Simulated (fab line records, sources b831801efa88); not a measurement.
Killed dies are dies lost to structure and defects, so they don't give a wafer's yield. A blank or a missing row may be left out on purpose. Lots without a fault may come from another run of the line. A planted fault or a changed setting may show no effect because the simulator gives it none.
Which tool did it? | flow gf180mcu | 13 lots, 39 wafers sampled, at 1 step of a route of 602

WHAT THE GAUGES READ, wafer by wafer
GF_LVPWELL_OVL_MEAS_07. Usual: LVPWELL_OVL -0.4 nm, standard deviation 1.1.
lot  | measured    | on         | LVPWELL_OVL (nm) | flag
L601 | day 4 12:26 | overlay-01 | -2.6 -3.2 -0.9   |
L602 | day 4 21:04 | overlay-01 | -0.2 0.7 2.3     |
L603 | day 5 00:11 | overlay-01 | -0.8 -0.8 -0.2   |
L604 | day 5 00:32 | overlay-01 | 0.0 -0.3 -1.3    |
L606 | day 5 17:22 | overlay-02 | 0.6 1.7 1.3      |
L607 | day 5 17:57 | overlay-01 | -0.4 -0.2 0.8    |
L608 | day 6 00:35 | overlay-02 | 0.7 -1.1 -1.2    |
L610 | day 6 11:47 | overlay-02 | -1.4 -0.2 0.2    |
L612 | day 6 22:29 | overlay-02 | -1.8 -0.8 -0.8   |
L616 | day 7 20:44 | overlay-02 | -0.6 -0.2 -0.3   |
L620 | day 8 19:37 | overlay-02 | -2.2 0.3 -0.4    |
L621 | day 9 00:29 | overlay-01 | 0.2 0.3 -0.4     |
L622 | day 9 06:08 | overlay-01 | -2.0 -2.0 -0.4   |

WHICH TOOL RAN EACH LOT (tool, then ch and the chambers of the sampled wafers, then the start)
The record holds no process step before these readings.

WHAT THE TOOLS THEMSELVES READ (means of the sampled wafers that have a number; where no wafer has one, the mark that the record gives instead)
The record holds no such reading with a usual standard deviation.

THE ANSWER, worked out from the rows above alone
Rule: a lot is off if the mean of its wafers that have a number lies more than 3 standard deviations from the usual mean. A lot without any number at a reading at which 4 lots or more have one is off too. The other lots that the step has rows for count as sound. The gauges are gone through in route order, then the tools' own readings, and for those a lot's mean is taken as printed above. The first step at which some lot is off is used, and at that step the reading that is off furthest; a lot without a number counts as furthest.
No lot is off at any reading shown: from this, nothing can be told.

WHAT THE SIMULATOR HAD PUT IN
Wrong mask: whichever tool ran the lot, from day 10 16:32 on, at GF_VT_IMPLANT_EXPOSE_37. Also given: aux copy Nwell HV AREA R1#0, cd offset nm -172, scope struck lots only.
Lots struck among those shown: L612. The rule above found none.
